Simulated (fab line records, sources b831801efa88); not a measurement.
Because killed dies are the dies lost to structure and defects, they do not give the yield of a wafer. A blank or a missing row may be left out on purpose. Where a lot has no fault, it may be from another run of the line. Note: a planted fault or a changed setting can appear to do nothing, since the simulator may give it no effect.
A lot that was struck, set against a sound lot	flow gf180mcu	43 steps out of a route of 602
Sound: wafers L992.2, L992.5, L992.6. Wafers struck: L106.1, L106.2, L106.3. Last of all comes the cause.
At each step with rows: each side's tool, then ch and its chambers, then its first start. Under that, the readings that differ: sound wafers	struck wafers	difference of the means	sigmas: that difference in standard deviations of wafers without a fault.
alike: a reading whose means differ by less than 2 such deviations, as well as words and numbers matching on both sides. not compared: withheld readings; readings where some wafer has no value; bounds like >300 that might hide an equal value; numbers whose values overlap and for which the record gives no deviation.
A row with sigmas, a row that says differs or no value, or rows on one side alone: a step with any of these is where the two part. Numbers that don't overlap but have no deviation are shown without sigmas and don't part them. Lack of a reading on every wafer of one side parts them only where that side has two or more wafers.

first, 2 steps without rows for these wafers: GF_NWELL_IMPLANT_08; GF_NWELL_IMPLANT_09.
GF_NWELL_STRIP_10: strips in O2/N2.
  sound on plasma-asher-02 ch 0,1, day 3 06:20; struck on plasma-asher-01 ch 0,1, day 6 10:09
  alike: drypump-motor-current-A, heater-power-w, oes-product-au, strip-time-to-endpoint-s
  not compared: rf-hours-counter-h
GF_NWELL_TW_MEAS_11:
  struck on film-metro-03, day 6 10:15; sound on film-metro-01, day 3 06:26
  alike: NWELL_TW
then, 7 steps without rows for these wafers: GF_LVPWELL_DEHYDRATE_00 (time 60 s); GF_LVPWELL_HMDS_01 (prime time 60 s); GF_LVPWELL_COAT_02 (resist thk 3000 nm); GF_LVPWELL_SOFTBAKE_03; GF_LVPWELL_EXPOSE_04 (exposes mask LVPWELL, target cd 600 nm); GF_LVPWELL_PEB_05; GF_LVPWELL_DEVELOP_06 (develop time 60 s).
GF_LVPWELL_OVL_MEAS_07:
  struck on overlay-02, day 7 01:30; sound on overlay-02, day 3 18:50
  alike: LVPWELL_OVL
GF_LVPWELL_IMPLANT_08:
  struck on implanter-03, day 7 01:32; sound on implanter-04 ch 0, day 3 18:53
  no value came back on the struck wafers for beam-energy-keV, beam-on-s (s); on the sound wafers beam-energy-keV reads 170.01 169.99 169.97
next, for these wafers, 1 step has no rows: GF_LVPWELL_IMPLANT_09.
GF_LVPWELL_STRIP_10: strips in O2/N2.
  sound on plasma-asher-04 ch 0,1, day 3 19:10; struck on plasma-asher-02 ch 0,1, day 7 01:50
  alike: drypump-motor-current-A, heater-power-w, oes-product-au, strip-time-to-endpoint-s
  not compared: rf-hours-counter-h
GF_LVPWELL_TW_MEAS_11:
  struck on film-metro-02, day 7 01:56; sound on film-metro-02, day 3 19:17
reading	sound	struck	difference	sigmas
LVPWELL_TW	560.9 561.8 557.2	338.1 338.4 338.9	-221.5	-92
then, 7 steps without rows for these wafers: GF_MVSD_DEHYDRATE_00 (time 60 s); GF_MVSD_HMDS_01 (prime time 60 s); GF_MVSD_COAT_02 (resist thk 3000 nm); GF_MVSD_SOFTBAKE_03; GF_MVSD_EXPOSE_04 (exposes mask MVSD, target cd 1000 nm); GF_MVSD_PEB_05; GF_MVSD_DEVELOP_06 (develop time 60 s).
GF_MVSD_OVL_MEAS_07:
  struck on overlay-01, day 7 17:34; sound on overlay-01, day 4 08:29
reading	sound	struck	difference	sigmas
MVSD_OVL (nm)	0.9 -1.9 -1.3	3.2 2.9 2.1	+3.5	+2
then, 2 steps without rows for these wafers: GF_MVSD_IMPLANT_08; GF_MVSD_IMPLANT_09.
GF_MVSD_STRIP_10: strips in O2/N2.
  sound on plasma-asher-03 ch 0,1, day 4 08:49; struck on plasma-asher-04 ch 0,1, day 7 17:54
  alike: drypump-motor-current-A, heater-power-w, oes-product-au, strip-time-to-endpoint-s
  not compared: rf-hours-counter-h
GF_MVSD_TW_MEAS_11:
  struck on film-metro-02, day 7 18:00; sound on film-metro-03, day 4 08:56
reading	sound	struck	difference	sigmas
MVSD_TW	1591 1588 1590	1564 1570 1570	-22	-3
then, 7 steps without rows for these wafers: GF_MVPSD_DEHYDRATE_00 (time 60 s); GF_MVPSD_HMDS_01 (prime time 60 s); GF_MVPSD_COAT_02 (resist thk 3000 nm); GF_MVPSD_SOFTBAKE_03; GF_MVPSD_EXPOSE_04 (exposes mask MVPSD, target cd 1000 nm); GF_MVPSD_PEB_05; GF_MVPSD_DEVELOP_06 (develop time 60 s).
GF_MVPSD_OVL_MEAS_07:
  struck on overlay-02, day 8 10:11; sound on overlay-01, day 4 22:09
  alike: MVPSD_OVL
then, 2 steps without rows for these wafers: GF_MVPSD_IMPLANT_08; GF_MVPSD_IMPLANT_09.
GF_MVPSD_STRIP_10: strips in O2/N2.
  sound on plasma-asher-03 ch 0,1, day 4 22:29; struck on plasma-asher-02 ch 0,1, day 8 10:31
reading	sound	struck	difference	sigmas
drypump-motor-current-A (A)	4.92 4.96 5.03	5.54 5.50 5.54	+0.56	+2
  alike: heater-power-w, oes-product-au, strip-time-to-endpoint-s
  not compared: rf-hours-counter-h
GF_MVPSD_TW_MEAS_11:
  struck on film-metro-01, day 8 10:37; sound on film-metro-03, day 4 22:35
  alike: MVPSD_TW
then, 2 steps without rows for these wafers: GF_VT_IMPLANT_DEHYDRATE_00 (time 60 s); GF_VT_IMPLANT_HMDS_01 (prime time 60 s).
-- the record jumps here: 3 days lie between the struck wafers' starts before and after --
GF_VT_IMPLANT_RS_MEAS_48: measurement is done with a four-point probe.
  struck on film-metro-02, day 11 09:27; sound on film-metro-02, day 7 10:52
reading	sound	struck	difference	sigmas
LVPWELL_RS (ohm/sq)	1199.3 1195.7 1192.0	3806.9 3822.2 3810.2	+2617.4	+99 or more

## WHERE THEY PART
At GF_LVPWELL_IMPLANT_08 first; at GF_VT_IMPLANT_RS_MEAS_48 last (within this record only).

WHY: the cause the simulator had injected
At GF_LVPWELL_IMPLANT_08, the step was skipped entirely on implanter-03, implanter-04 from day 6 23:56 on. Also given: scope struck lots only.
